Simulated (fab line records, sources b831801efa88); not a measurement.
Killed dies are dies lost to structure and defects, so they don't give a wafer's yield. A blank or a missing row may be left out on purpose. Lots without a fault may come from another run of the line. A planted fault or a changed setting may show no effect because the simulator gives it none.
Problem report in the 8D (eight disciplines) form, filled by code | flow gf180mcu | the parts of the form that need people (team, actions taken, sign-off) are left out

1. THE PROBLEM
POLY_GATE_OXIDATION_THK at GF_POLY_GATE_THK_MEAS_17 reads a mean of 2.53 nm on 6 wafers of 2 lots; wafers without a fault read 4.00 nm with a standard deviation of 0.075. That is -20 standard deviations from the usual mean.
First seen on wafer L200.1, day 9 22:13, on film_metro-02. The record holds 39 wafers of 13 lots with a number at this step. Rule for "out", or "out of limits": more than 4 standard deviations from the usual mean. The other wafers with a number count as sound.

2. WHAT IT IS AND WHAT IT IS NOT
question                    | is                      | is not
which readings at this step | POLY_GATE_OXIDATION_THK | -
which lots                  | L200, L205              | L198, L199, L201, L213, L214, L215, L216, L217, L218, L220, L221
which wafers of those lots  | all that have a number  | -
read on which gauges        | film_metro-02           | film_metro-03, film_metro-04
when                        | from day 9 22:13        | up to then (6 sound wafers); but 27 sound wafers of L201, L213, L214, L215, L216, L217, L218, L220, L221 came after

3. SUSPECTS, AND WHAT RULES EACH OUT
Counting: a tool at a process step up to the reading stays a suspect if it ran every lot that is out and no sound lot after the first of them.
- the gauge at GF_POLY_GATE_THK_MEAS_17: ruled out. All the wafers that are out were read on film_metro-02, but those of them that GF_POLY_GATE_OXIDATION_16 has rows for are out there too, on other tools.
- furnace-02 at GF_POLY_GATE_OXIDATION_16 (stabilise 600 s, purge 300 s, target thk 4 nm): ruled out as a lasting fault. Sound lots L213, L214, L215, L218, L217, L220 ran on it after its first lot that is out, L200 (day 9 20:58).
Left after counting: nothing in the record.

4. THE CAUSE (what the simulator had put in)
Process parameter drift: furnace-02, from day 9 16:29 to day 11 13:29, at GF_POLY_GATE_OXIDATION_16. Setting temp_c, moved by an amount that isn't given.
Counting ruled it out, wrongly: the rule takes a fault to strike every lot that its tool runs from its start on, and this one did not.

5. THE CHAIN OF EFFECTS, in route order
Each row: a reading whose mean over the struck wafers that have a number lies more than 3 standard deviations from the usual. Only readings for which the record gives a usual standard deviation are gone through. hours: the time from each lot's start at the first step in this table that gives one to its start at this step, as a median over the lots. sigmas: the change in usual standard deviations.
hours | step                      | reading                 | usual   | on struck wafers | change | sigmas
0     | GF_POLY_GATE_OXIDATION_16 | spike_tc_bottom_C       | 867 C   | 838              | -29    | -4.9
0     | GF_POLY_GATE_OXIDATION_16 | spike_tc_centre_C       | 849.5 C | 814.5            | -35.0  | -25
0     | GF_POLY_GATE_OXIDATION_16 | spike_tc_lower_C        | 850.8 C | 816.9            | -33.9  | -31
0     | GF_POLY_GATE_OXIDATION_16 | spike_tc_top_C          | 861.7 C | 828.7            | -33.0  | -19
0     | GF_POLY_GATE_OXIDATION_16 | spike_tc_upper_C        | 850.6 C | 816.4            | -34.2  | -34
1     | GF_POLY_GATE_THK_MEAS_17  | POLY_GATE_OXIDATION_THK | 4.00 nm | 2.53             | -1.47  | -20
The process steps in it:
- GF_POLY_GATE_OXIDATION_16: stabilise 600 s, purge 300 s, target thk 4 nm.

6. WHAT WOULD HAVE CAUGHT IT SOONER
In this record the first reading out of limits at a measuring or inspecting step was taken at day 9 22:13, 6 hours after the fault began at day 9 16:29.
The tool's own readings at GF_POLY_GATE_OXIDATION_16 were out on every struck wafer that the step has a row for (spike_tc_bottom_C, spike_tc_centre_C, spike_tc_lower_C, spike_tc_top_C, spike_tc_upper_C): an alarm limit on them would have fired on the first of those.
